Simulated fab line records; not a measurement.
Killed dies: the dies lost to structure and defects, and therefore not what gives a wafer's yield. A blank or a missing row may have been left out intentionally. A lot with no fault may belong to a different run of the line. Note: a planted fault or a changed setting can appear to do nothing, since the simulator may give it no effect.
Which of the tools did it? :: flow gf180mcu :: 18 wafers from 6 lots sampled at 2 of the route's 602 steps

== WHAT THE GAUGES SHOWED, per wafer ==
GF_PSD_RS_MEAS_14: the measuring method here is four-point-probe.
lot: L905
measured: day 16 07:37
on: film metro-02
NSD_RS (ohm/sq): 44.17 44.35 44.34

lot: L907
measured: day 17 08:15
on: film metro-04
NSD_RS (ohm/sq): 44.36 44.30 44.30

lot: L915
measured: day 20 00:01
on: film metro-02
NSD_RS (ohm/sq): 46.02 46.11 46.14

lot: L917
measured: day 20 12:08
on: film metro-02
NSD_RS (ohm/sq): 46.06 45.88 46.03

lot: L919
measured: day 21 11:58
on: film metro-02
NSD_RS (ohm/sq): 46.07 46.16 46.11

lot: L922
measured: day 21 23:58
on: film metro-04
NSD_RS (ohm/sq): 46.08 46.14 46.05

== WHICH TOOL RAN EACH LOT (tool, then ch and the chambers of the sampled wafers, then the start) ==
lot: L905
GF_PSD_RTA_13: rtp anneal-01 ch 0, day 16 07:32

lot: L907
GF_PSD_RTA_13: rtp anneal-01 ch 0, day 17 08:05

lot: L915
GF_PSD_RTA_13: rtp anneal-01 ch 0, day 19 23:55

lot: L917
GF_PSD_RTA_13: rtp anneal-02 ch 0, day 20 12:02

lot: L919
GF_PSD_RTA_13: rtp anneal-02 ch 0, day 21 11:53

lot: L922
GF_PSD_RTA_13: rtp anneal-02 ch 0, day 21 23:53
- GF_PSD_RTA_13: time 20 s.

== THE ANSWER, worked out from the rows above alone ==
Rule: the lots themselves supply what counts as usual. Put in order of their means at a reading, lots are off if they are a third of the lots or fewer, leave a main group of 4 or more, and stand apart from it by a gap of 3 or more times the standard deviation of the main group's means; of several such gaps the widest counts. A main group is skipped when, at the precision printed for the reading in the tables above, its means are all equal. A lot without any number at a reading at which 4 lots or more have one is off too. Any other lot the step has rows for is counted as sound.
Off: L905, L907, at GF_PSD_RS_MEAS_14 (NSD_RS). The main group: mean 46.07 ohm/sq, standard deviation 0.048.
A tool fits if, at a process step before that reading, it ran every lot that is off, and no sound lot after the first of them. Those tools and the gauges at GF_PSD_RS_MEAS_14 are tried in the same way. Not one of the candidates tried fits.

== WHAT WAS PUT IN BY THE SIMULATOR ==
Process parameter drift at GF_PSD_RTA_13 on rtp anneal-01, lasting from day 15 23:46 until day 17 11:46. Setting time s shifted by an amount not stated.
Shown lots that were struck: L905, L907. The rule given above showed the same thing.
